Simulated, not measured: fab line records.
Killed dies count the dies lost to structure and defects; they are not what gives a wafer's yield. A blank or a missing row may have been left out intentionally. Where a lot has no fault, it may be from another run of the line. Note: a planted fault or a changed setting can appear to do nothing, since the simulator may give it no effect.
The tool behind it: which one? :: flow gf180mcu :: Sampling: 15 lots, 45 wafers, 6 of 602 route steps

== WHAT THE GAUGES SHOWED, per wafer ==
GF_STI_THK_MEAS_30.
lot: L464
measured: day 2 11:54
on: filmMetro-04
STI_OXIDATION_02_THK (nm): 10.36 10.39 10.55

lot: L465
measured: day 2 14:46
on: filmMetro-03
STI_OXIDATION_02_THK (nm): 10.13 10.29 10.04

lot: L467
measured: day 3 00:29
on: filmMetro-03
STI_OXIDATION_02_THK (nm): 10.22 10.15 10.18

lot: L468
measured: day 3 08:35
on: filmMetro-02
STI_OXIDATION_02_THK (nm): 10.09 10.11 10.15

lot: L469
measured: day 3 11:25
on: filmMetro-02
STI_OXIDATION_02_THK (nm): 10.50 10.44 10.55

lot: L470
measured: day 3 15:29
on: filmMetro-03
STI_OXIDATION_02_THK (nm): 10.11 10.19 10.27

lot: L471
measured: day 3 18:14
on: filmMetro-02
STI_OXIDATION_02_THK (nm): 9.86 10.14 10.09

lot: L472
measured: day 3 23:04
on: filmMetro-02
STI_OXIDATION_02_THK (nm): 10.27 10.41 10.44

lot: L479
measured: day 5 12:35
on: filmMetro-02
STI_OXIDATION_02_THK (nm): 9.62 9.61 9.60

lot: L481
measured: day 5 22:22
on: filmMetro-02
STI_OXIDATION_02_THK (nm): 9.96 9.92 9.92

lot: L482
measured: day 6 02:28
on: filmMetro-04
STI_OXIDATION_02_THK (nm): 10.28 9.97 10.18

lot: L483
measured: day 6 07:55
on: filmMetro-03
STI_OXIDATION_02_THK (nm): 10.05 10.09 10.12

lot: L484
measured: day 6 12:41
on: filmMetro-03
STI_OXIDATION_02_THK (nm): 10.00 10.07 10.13

lot: L485
measured: day 6 17:55
on: filmMetro-04
STI_OXIDATION_02_THK (nm): 9.56 9.48 9.70

lot: L487
measured: day 7 03:54
on: filmMetro-04
STI_OXIDATION_02_THK (nm): 9.98 9.99 9.86

GF_NWELL_TW_MEAS_11.
lot: L464
measured: day 3 12:45
on: filmMetro-01
NWELL_TW: 1576 1577 1577

lot: L465
measured: day 3 15:56
on: filmMetro-03
NWELL_TW: 1563 1567 1570

lot: L467
measured: day 4 02:38
on: filmMetro-02
NWELL_TW: 1572 1574 1570

lot: L468
measured: day 4 10:22
on: filmMetro-03
NWELL_TW: 1560 1568 1573

lot: L469
measured: day 4 12:49
on: filmMetro-01
NWELL_TW: 30 30 30

lot: L470
measured: day 4 18:37
on: filmMetro-01
NWELL_TW: 30 30 30

lot: L471
measured: day 4 21:18
on: filmMetro-02
NWELL_TW: 30 30 30

lot: L472
measured: day 5 02:53
on: filmMetro-03
NWELL_TW: 1565 1562 1556

lot: L479
measured: day 6 18:06
on: filmMetro-01
NWELL_TW: 1592 1588 1588

lot: L481
measured: day 7 04:34
on: filmMetro-03
NWELL_TW: 1572 1562 1568

lot: L482
measured: day 7 08:56
on: filmMetro-03
NWELL_TW: 1552 1569 1569

lot: L483
measured: day 7 15:37
on: filmMetro-02
NWELL_TW: 1582 1572 1576

lot: L484
measured: day 7 20:59
on: filmMetro-03
NWELL_TW: 1575 1574 1565

lot: L485
measured: day 8 01:28
on: filmMetro-03
NWELL_TW: 1562 1565 1572

lot: L487
measured: day 8 12:43
on: filmMetro-03
NWELL_TW: 1562 1567 1556

GF_CONTACT_OVL_MEAS_15.
lot: L464
measured: day 16 06:38
on: overlay-01
CONTACT_OVL (nm): -10 -8 -11

lot: L465
measured: day 16 09:05
on: overlay-01
CONTACT_OVL (nm): 9 13 11

lot: L467
measured: day 17 06:38
on: overlay-01
CONTACT_OVL (nm): -1 4 1

lot: L468
measured: day 17 20:32
on: overlay-01
CONTACT_OVL (nm): 5 5 8

lot: L469
measured: day 17 23:07
on: overlay-01
CONTACT_OVL (nm): 9 5 4

lot: L470
measured: day 18 10:08
on: overlay-02
CONTACT_OVL (nm): -4 -3 0

lot: L471
measured: day 18 13:10
on: overlay-02
CONTACT_OVL (nm): 3 4 3

lot: L472
measured: day 18 23:14
on: overlay-01
CONTACT_OVL (nm): -6 4 0

lot: L479
measured: day 21 18:26
on: overlay-02
CONTACT_OVL (nm): 3 3 8

lot: L481
measured: day 22 08:49
on: overlay-02
CONTACT_OVL (nm): -5 0 4

lot: L482
measured: day 22 18:16
on: overlay-02
CONTACT_OVL (nm): 1 -4 8

lot: L483
measured: day 22 20:43
on: overlay-01
CONTACT_OVL (nm): 1 4 -2

lot: L484
measured: day 23 11:28
on: overlay-02
CONTACT_OVL (nm): 0 1 6

lot: L485
measured: day 23 14:17
on: overlay-01
CONTACT_OVL (nm): 2 -4 -1

lot: L487
measured: day 24 10:22
on: overlay-01
CONTACT_OVL (nm): 7 7 11

== WHICH TOOL RAN EACH LOT (tool, then ch and the chambers of the sampled wafers, then the start) ==
lot: L464
GF_DNWELL_STRIP_08: plasmaAsher-02 ch 0,1, day 3 00:19
GF_NWELL_STRIP_10: plasmaAsher-03 ch 0,1, day 3 12:38
GF_VT_IMPLANT_STRIP_09: plasmaAsher-04 ch 1, day 5 20:50

lot: L465
GF_DNWELL_STRIP_08: plasmaAsher-02 ch 0,1, day 3 03:11
GF_NWELL_STRIP_10: plasmaAsher-03 ch 0,1, day 3 15:51
GF_VT_IMPLANT_STRIP_09: plasmaAsher-03 ch 0,1, day 5 23:28

lot: L467
GF_DNWELL_STRIP_08: plasmaAsher-02 ch 0,1, day 3 12:49
GF_NWELL_STRIP_10: plasmaAsher-03 ch 0, day 4 02:32
GF_VT_IMPLANT_STRIP_09: plasmaAsher-04 ch 0,1, day 6 12:14

lot: L468
GF_DNWELL_STRIP_08: plasmaAsher-04 ch 0,1, day 3 21:17
GF_NWELL_STRIP_10: plasmaAsher-04 ch 0,1, day 4 10:16
GF_VT_IMPLANT_STRIP_09: plasmaAsher-01 ch 1, day 6 20:05

lot: L469
GF_DNWELL_STRIP_08: plasmaAsher-01 ch 1, day 4 00:25
GF_NWELL_STRIP_10: plasmaAsher-01 ch 0,1, day 4 12:43
GF_VT_IMPLANT_STRIP_09: plasmaAsher-03 ch 0,1, day 6 22:29

lot: L470
GF_DNWELL_STRIP_08: plasmaAsher-04 ch 0,1, day 4 04:20
GF_NWELL_STRIP_10: plasmaAsher-01 ch 0,1, day 4 18:31
GF_VT_IMPLANT_STRIP_09: plasmaAsher-04 ch 0,1, day 7 05:52

lot: L471
GF_DNWELL_STRIP_08: plasmaAsher-02 ch 0,1, day 4 07:28
GF_NWELL_STRIP_10: plasmaAsher-01 ch 0,1, day 4 21:11
GF_VT_IMPLANT_STRIP_09: plasmaAsher-04 ch 0,1, day 7 07:59

lot: L472
GF_DNWELL_STRIP_08: plasmaAsher-01 ch 0,1, day 4 12:59
GF_NWELL_STRIP_10: plasmaAsher-01 ch 0,1, day 5 02:47
GF_VT_IMPLANT_STRIP_09: plasmaAsher-03 ch 0,1, day 7 13:50

lot: L479
GF_DNWELL_STRIP_08: plasmaAsher-04 ch 0,1, day 6 02:51
GF_NWELL_STRIP_10: plasmaAsher-03 ch 0,1, day 6 17:59
GF_VT_IMPLANT_STRIP_09: plasmaAsher-03 ch 0,1, day 9 11:58

lot: L481
GF_DNWELL_STRIP_08: plasmaAsher-04 ch 1, day 6 13:09
GF_NWELL_STRIP_10: plasmaAsher-01 ch 0,1, day 7 04:28
GF_VT_IMPLANT_STRIP_09: plasmaAsher-01 ch 0,1, day 9 23:13

lot: L482
GF_DNWELL_STRIP_08: plasmaAsher-01 ch 0,1, day 6 17:27
GF_NWELL_STRIP_10: plasmaAsher-04 ch 0,1, day 7 08:50
GF_VT_IMPLANT_STRIP_09: plasmaAsher-03 ch 0,1, day 10 06:07

lot: L483
GF_DNWELL_STRIP_08: plasmaAsher-04 ch 0,1, day 6 22:57
GF_NWELL_STRIP_10: plasmaAsher-03 ch 0,1, day 7 15:31
GF_VT_IMPLANT_STRIP_09: plasmaAsher-03 ch 0,1, day 10 12:23

lot: L484
GF_DNWELL_STRIP_08: plasmaAsher-02 ch 0,1, day 7 04:30
GF_NWELL_STRIP_10: plasmaAsher-04 ch 0,1, day 7 20:54
GF_VT_IMPLANT_STRIP_09: plasmaAsher-03 ch 0,1, day 10 18:43

lot: L485
GF_DNWELL_STRIP_08: plasmaAsher-02 ch 0,1, day 7 09:02
GF_NWELL_STRIP_10: plasmaAsher-01 ch 0,1, day 8 01:22
GF_VT_IMPLANT_STRIP_09: plasmaAsher-01 ch 0,1, day 11 00:31

lot: L487
GF_DNWELL_STRIP_08: plasmaAsher-04 ch 0,1, day 7 19:40
GF_NWELL_STRIP_10: plasmaAsher-01 ch 0,1, day 8 12:37
GF_VT_IMPLANT_STRIP_09: plasmaAsher-03 ch 0,1, day 11 12:38
- GF_DNWELL_STRIP_08: strips in O2/N2.
- GF_NWELL_STRIP_10: strips in O2/N2.
- GF_VT_IMPLANT_STRIP_09: strips in O2/N2.

== WHAT THE TOOLS THEMSELVES READ (means of the sampled wafers that have a number; where no wafer has one, the mark that the record gives instead) ==
GF_DNWELL_STRIP_08.
lot: L464
tool: plasmaAsher-02
chamberPressureMTorr (mTorr): 1499.8
drypumpMotorCurrentA (A): 5.72
heaterPowerW (W): 298
oesProductAu (a.u.): 0.723
stripTimeToEndpointS (s): 37.09

lot: L465
tool: plasmaAsher-02
chamberPressureMTorr (mTorr): 1499.7
drypumpMotorCurrentA (A): 5.72
heaterPowerW (W): 293
oesProductAu (a.u.): 0.723
stripTimeToEndpointS (s): 37.03

lot: L467
tool: plasmaAsher-02
chamberPressureMTorr (mTorr): 1499.8
drypumpMotorCurrentA (A): 5.68
heaterPowerW (W): 309
oesProductAu (a.u.): 0.720
stripTimeToEndpointS (s): 36.92

lot: L468
tool: plasmaAsher-04
chamberPressureMTorr (mTorr): 1499.0
drypumpMotorCurrentA (A): 6.08
heaterPowerW (W): 324
oesProductAu (a.u.): 0.726
stripTimeToEndpointS (s): 37.02

lot: L469
tool: plasmaAsher-01
chamberPressureMTorr (mTorr): -
drypumpMotorCurrentA (A): -
heaterPowerW (W): -
oesProductAu (a.u.): -
stripTimeToEndpointS (s): -

lot: L470
tool: plasmaAsher-04
chamberPressureMTorr (mTorr): -
drypumpMotorCurrentA (A): -
heaterPowerW (W): -
oesProductAu (a.u.): -
stripTimeToEndpointS (s): -

lot: L471
tool: plasmaAsher-02
chamberPressureMTorr (mTorr): -
drypumpMotorCurrentA (A): -
heaterPowerW (W): -
oesProductAu (a.u.): -
stripTimeToEndpointS (s): -

lot: L472
tool: plasmaAsher-01
chamberPressureMTorr (mTorr): 1499.9
drypumpMotorCurrentA (A): 5.73
heaterPowerW (W): 325
oesProductAu (a.u.): 0.721
stripTimeToEndpointS (s): 36.83

lot: L479
tool: plasmaAsher-04
chamberPressureMTorr (mTorr): 1499.6
drypumpMotorCurrentA (A): 6.04
heaterPowerW (W): 331
oesProductAu (a.u.): 0.719
stripTimeToEndpointS (s): 36.99

lot: L481
tool: plasmaAsher-04
chamberPressureMTorr (mTorr): 1498.8
drypumpMotorCurrentA (A): 6.02
heaterPowerW (W): 340
oesProductAu (a.u.): 0.723
stripTimeToEndpointS (s): 37.06

lot: L482
tool: plasmaAsher-01
chamberPressureMTorr (mTorr): 1499.7
drypumpMotorCurrentA (A): 5.68
heaterPowerW (W): 323
oesProductAu (a.u.): 0.725
stripTimeToEndpointS (s): 36.81

lot: L483
tool: plasmaAsher-04
chamberPressureMTorr (mTorr): 1499.3
drypumpMotorCurrentA (A): 6.07
heaterPowerW (W): 331
oesProductAu (a.u.): 0.723
stripTimeToEndpointS (s): 36.85

lot: L484
tool: plasmaAsher-02
chamberPressureMTorr (mTorr): 1499.4
drypumpMotorCurrentA (A): 5.69
heaterPowerW (W): 303
oesProductAu (a.u.): 0.722
stripTimeToEndpointS (s): 36.89

lot: L485
tool: plasmaAsher-02
chamberPressureMTorr (mTorr): 1499.5
drypumpMotorCurrentA (A): 5.68
heaterPowerW (W): 306
oesProductAu (a.u.): 0.722
stripTimeToEndpointS (s): 36.80

lot: L487
tool: plasmaAsher-04
chamberPressureMTorr (mTorr): 1499.7
drypumpMotorCurrentA (A): 6.07
heaterPowerW (W): 327
oesProductAu (a.u.): 0.723
stripTimeToEndpointS (s): 37.06

GF_NWELL_STRIP_10.
lot: L464
tool: plasmaAsher-03
chamberPressureMTorr (mTorr): 1500.5
drypumpMotorCurrentA (A): 5.54
heaterPowerW (W): 325
oesProductAu (a.u.): 0.721
stripTimeToEndpointS (s): 37.02

lot: L465
tool: plasmaAsher-03
chamberPressureMTorr (mTorr): 1498.8
drypumpMotorCurrentA (A): 5.53
heaterPowerW (W): 330
oesProductAu (a.u.): 0.721
stripTimeToEndpointS (s): 36.96

lot: L467
tool: plasmaAsher-03
chamberPressureMTorr (mTorr): 1500.2
drypumpMotorCurrentA (A): 5.74
heaterPowerW (W): 288
oesProductAu (a.u.): 0.726
stripTimeToEndpointS (s): 36.92

lot: L468
tool: plasmaAsher-04
chamberPressureMTorr (mTorr): 1501.2
drypumpMotorCurrentA (A): 6.06
heaterPowerW (W): 332
oesProductAu (a.u.): 0.724
stripTimeToEndpointS (s): 36.76

lot: L469
tool: plasmaAsher-01
chamberPressureMTorr (mTorr): 1500.9
drypumpMotorCurrentA (A): 5.63
heaterPowerW (W): 347
oesProductAu (a.u.): 0.741
stripTimeToEndpointS (s): 81.27

lot: L470
tool: plasmaAsher-01
chamberPressureMTorr (mTorr): 1500.0
drypumpMotorCurrentA (A): 5.63
heaterPowerW (W): 348
oesProductAu (a.u.): 0.743
stripTimeToEndpointS (s): 81.23

lot: L471
tool: plasmaAsher-01
chamberPressureMTorr (mTorr): 1502.0
drypumpMotorCurrentA (A): 5.66
heaterPowerW (W): 351
oesProductAu (a.u.): 0.742
stripTimeToEndpointS (s): 81.06

lot: L472
tool: plasmaAsher-01
chamberPressureMTorr (mTorr): 1500.0
drypumpMotorCurrentA (A): 5.71
heaterPowerW (W): 323
oesProductAu (a.u.): 0.723
stripTimeToEndpointS (s): 36.90

lot: L479
tool: plasmaAsher-03
chamberPressureMTorr (mTorr): 1499.2
drypumpMotorCurrentA (A): 5.53
heaterPowerW (W): 333
oesProductAu (a.u.): 0.722
stripTimeToEndpointS (s): 36.88

lot: L481
tool: plasmaAsher-01
chamberPressureMTorr (mTorr): 1500.1
drypumpMotorCurrentA (A): 5.62
heaterPowerW (W): 365
oesProductAu (a.u.): 0.721
stripTimeToEndpointS (s): 36.93

lot: L482
tool: plasmaAsher-04
chamberPressureMTorr (mTorr): 1501.0
drypumpMotorCurrentA (A): 6.05
heaterPowerW (W): 335
oesProductAu (a.u.): 0.725
stripTimeToEndpointS (s): 36.89

lot: L483
tool: plasmaAsher-03
chamberPressureMTorr (mTorr): 1500.3
drypumpMotorCurrentA (A): 5.53
heaterPowerW (W): 328
oesProductAu (a.u.): 0.725
stripTimeToEndpointS (s): 36.89

lot: L484
tool: plasmaAsher-04
chamberPressureMTorr (mTorr): 1498.4
drypumpMotorCurrentA (A): 6.07
heaterPowerW (W): 326
oesProductAu (a.u.): 0.725
stripTimeToEndpointS (s): 36.90

lot: L485
tool: plasmaAsher-01
chamberPressureMTorr (mTorr): 1498.7
drypumpMotorCurrentA (A): 5.65
heaterPowerW (W): 359
oesProductAu (a.u.): 0.723
stripTimeToEndpointS (s): 36.83

lot: L487
tool: plasmaAsher-01
chamberPressureMTorr (mTorr): 1499.9
drypumpMotorCurrentA (A): 5.63
heaterPowerW (W): 357
oesProductAu (a.u.): 0.726
stripTimeToEndpointS (s): 36.85

GF_VT_IMPLANT_STRIP_09.
lot: L464
tool: plasmaAsher-04
chamberPressureMTorr (mTorr): 1499.8
drypumpMotorCurrentA (A): 6.02
heaterPowerW (W): 347
oesProductAu (a.u.): 0.718
stripTimeToEndpointS (s): 12.62

lot: L465
tool: plasmaAsher-03
chamberPressureMTorr (mTorr): 1497.8
drypumpMotorCurrentA (A): 5.64
heaterPowerW (W): 314
oesProductAu (a.u.): 0.713
stripTimeToEndpointS (s): 12.64

lot: L467
tool: plasmaAsher-04
chamberPressureMTorr (mTorr): 1501.7
drypumpMotorCurrentA (A): 6.08
heaterPowerW (W): 327
oesProductAu (a.u.): 0.719
stripTimeToEndpointS (s): 12.61

lot: L468
tool: plasmaAsher-01
chamberPressureMTorr (mTorr): 1500.9
drypumpMotorCurrentA (A): 5.58
heaterPowerW (W): 392
oesProductAu (a.u.): 0.713
stripTimeToEndpointS (s): 12.62

lot: L469
tool: plasmaAsher-03
chamberPressureMTorr (mTorr): 1500.7
drypumpMotorCurrentA (A): 5.53
heaterPowerW (W): 327
oesProductAu (a.u.): 0.718
stripTimeToEndpointS (s): 12.66

lot: L470
tool: plasmaAsher-04
chamberPressureMTorr (mTorr): 1500.2
drypumpMotorCurrentA (A): 6.07
heaterPowerW (W): 329
oesProductAu (a.u.): 0.721
stripTimeToEndpointS (s): 12.69

lot: L471
tool: plasmaAsher-04
chamberPressureMTorr (mTorr): 1499.5
drypumpMotorCurrentA (A): 6.06
heaterPowerW (W): 329
oesProductAu (a.u.): 0.718
stripTimeToEndpointS (s): 12.60

lot: L472
tool: plasmaAsher-03
chamberPressureMTorr (mTorr): 1501.2
drypumpMotorCurrentA (A): 5.64
heaterPowerW (W): 309
oesProductAu (a.u.): 0.714
stripTimeToEndpointS (s): 12.59

lot: L479
tool: plasmaAsher-03
chamberPressureMTorr (mTorr): 1500.3
drypumpMotorCurrentA (A): 5.64
heaterPowerW (W): 310
oesProductAu (a.u.): 0.711
stripTimeToEndpointS (s): 12.65

lot: L481
tool: plasmaAsher-01
chamberPressureMTorr (mTorr): 1500.1
drypumpMotorCurrentA (A): 5.63
heaterPowerW (W): 354
oesProductAu (a.u.): 0.719
stripTimeToEndpointS (s): 12.59

lot: L482
tool: plasmaAsher-03
chamberPressureMTorr (mTorr): 1499.7
drypumpMotorCurrentA (A): 5.63
heaterPowerW (W): 308
oesProductAu (a.u.): 0.721
stripTimeToEndpointS (s): 12.61

lot: L483
tool: plasmaAsher-03
chamberPressureMTorr (mTorr): 1500.8
drypumpMotorCurrentA (A): 5.63
heaterPowerW (W): 308
oesProductAu (a.u.): 0.716
stripTimeToEndpointS (s): 12.55

lot: L484
tool: plasmaAsher-03
chamberPressureMTorr (mTorr): 1500.5
drypumpMotorCurrentA (A): 5.65
heaterPowerW (W): 315
oesProductAu (a.u.): 0.712
stripTimeToEndpointS (s): 12.62

lot: L485
tool: plasmaAsher-01
chamberPressureMTorr (mTorr): 1500.8
drypumpMotorCurrentA (A): 5.65
heaterPowerW (W): 354
oesProductAu (a.u.): 0.715
stripTimeToEndpointS (s): 12.53

lot: L487
tool: plasmaAsher-03
chamberPressureMTorr (mTorr): 1500.5
drypumpMotorCurrentA (A): 5.64
heaterPowerW (W): 311
oesProductAu (a.u.): 0.719
stripTimeToEndpointS (s): 12.63

== THE ANSWER, worked out from the rows above alone ==
Rule: the lots themselves supply what counts as usual. Put in order of their means at a reading, lots are off if they are a third of the lots or fewer, leave a main group of 4 or more, and stand apart from it by a gap of 3 or more times the standard deviation of the main group's means; of several such gaps the widest counts. Not used: any main group whose means are identical at the precision the tables above print for the reading. Also off: a lot with no number at a reading for which 4 or more lots have one. Where the step has rows for the other lots, those lots are counted as sound. Order of review: gauges by route order, followed by the tools' own readings, for which a lot's mean as printed above is used. At the first step where some lot is off, the reading lying furthest off is the one used; lots without a number count as furthest.
Off: at GF_NWELL_TW_MEAS_11 (NWELL_TW), L469, L470, L471. Mean 1570 and standard deviation 7.7 in the main group.
If a tool, at a process step before that reading, ran all the lots that are off and no sound lot after the first of them, it fits. Not tried: the gauges at GF_NWELL_TW_MEAS_11; whatever is off there is also off at GF_DNWELL_STRIP_08, on other tools, and gauge error can't account for it. Of those tried, none fits.

== WHAT WAS PUT IN BY THE SIMULATOR ==
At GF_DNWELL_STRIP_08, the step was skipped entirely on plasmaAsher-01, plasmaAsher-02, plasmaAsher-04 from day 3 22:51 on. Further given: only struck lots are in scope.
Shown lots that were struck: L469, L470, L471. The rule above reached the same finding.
